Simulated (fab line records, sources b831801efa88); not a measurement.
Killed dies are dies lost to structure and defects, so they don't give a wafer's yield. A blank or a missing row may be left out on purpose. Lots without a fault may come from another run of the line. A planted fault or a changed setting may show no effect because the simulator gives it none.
A struck lot beside a sound one | flow sky130 | 14 steps out of a route of 708
Sound: wafers L716.2, L716.3, L716.5. Struck: wafers L720.1, L720.2, L720.4. The cause comes at the end.
At each step with rows: each side's tool, then ch and its chambers, then its first start. Under that, the readings that differ: sound wafers | struck wafers | difference of the means | sigmas: that difference in standard deviations of wafers without a fault.
alike: readings whose means differ by less than 2 such deviations, and words and numbers that are the same on both sides. not compared: withheld readings, readings that some wafer has no value for, bounds like >300 that may hide the same value, and numbers for which the record gives no deviation and whose values overlap.
The two part at a step that has a row with sigmas, a row that says differs or no value, or rows on one side only. Numbers that don't overlap but have no deviation are shown without sigmas and don't part them. A reading that every wafer of one side lacks parts them only if that side has two wafers or more.

first, 1 step without rows for these wafers: SKY_CAP2M_DEVELOP_11 (develop time 60 s).
SKY_CAP2M_OVL_MEAS_12:
  sound on overlay-02, day 42 07:47; struck on overlay-01, day 44 03:11
  alike: CAP2M_OVL
SKY_CAP2M_METAL_ETCH_13: etches TiN in Cl2/BCl3, stops on SiO2, target depth 220 nm, time 62.9 s.
  sound on rie_metal-04 ch 0,1, day 42 07:49; struck on rie_metal-03 ch 0,1, day 44 03:13
  alike: bias_w, drypump_motor_current_A, oes_product_au, throttle_valve_pct
  not compared: rf_hours_counter_h
SKY_CAP2M_STRIP_14: strips in O2/N2.
  sound on plasma_asher-04 ch 0,1, day 42 07:54; struck on plasma_asher-04 ch 0,1, day 44 03:18
  alike: drypump_motor_current_A, oes_product_au, strip_time_to_endpoint_s
  not compared: rf_hours_counter_h
then, 8 steps without rows for these wafers: SKY_CAP2M_STRIP_15 (strips in post etch residue remover, time 1200 s); SKY_CAP2M_CLEAN_16 (cleans in IPA, time 180 s); SKY_CAP2M_CLEAN_17 (cleans in O3/DIW); SKY_METAL4_DEHYDRATE_05 (time 60 s); SKY_METAL4_HMDS_06 (prime time 60 s); SKY_METAL4_COAT_07 (resist thk 60 nm); SKY_METAL4_COAT_08 (resist thk 1140 nm); SKY_METAL4_SOFTBAKE_09 (time 90 s).
SKY_METAL4_EXPOSE_10: exposes mask MM4, target cd 300 nm.
  sound on krf_scanner-02 ch 0, day 42 21:37; struck on krf_scanner-02, day 44 15:14
  no value came back on the struck wafers for exposure_dose_mJ_cm2, focus_offset_nm (nm); on the sound wafers exposure_dose_mJ_cm2 reads 28.015 28.003 28.014
  alike: mask
then, 1 step without rows for these wafers: SKY_METAL4_PEB_11.

WHERE THEY PART
Only at SKY_METAL4_EXPOSE_10, within this record.

WHY: what the simulator had put in
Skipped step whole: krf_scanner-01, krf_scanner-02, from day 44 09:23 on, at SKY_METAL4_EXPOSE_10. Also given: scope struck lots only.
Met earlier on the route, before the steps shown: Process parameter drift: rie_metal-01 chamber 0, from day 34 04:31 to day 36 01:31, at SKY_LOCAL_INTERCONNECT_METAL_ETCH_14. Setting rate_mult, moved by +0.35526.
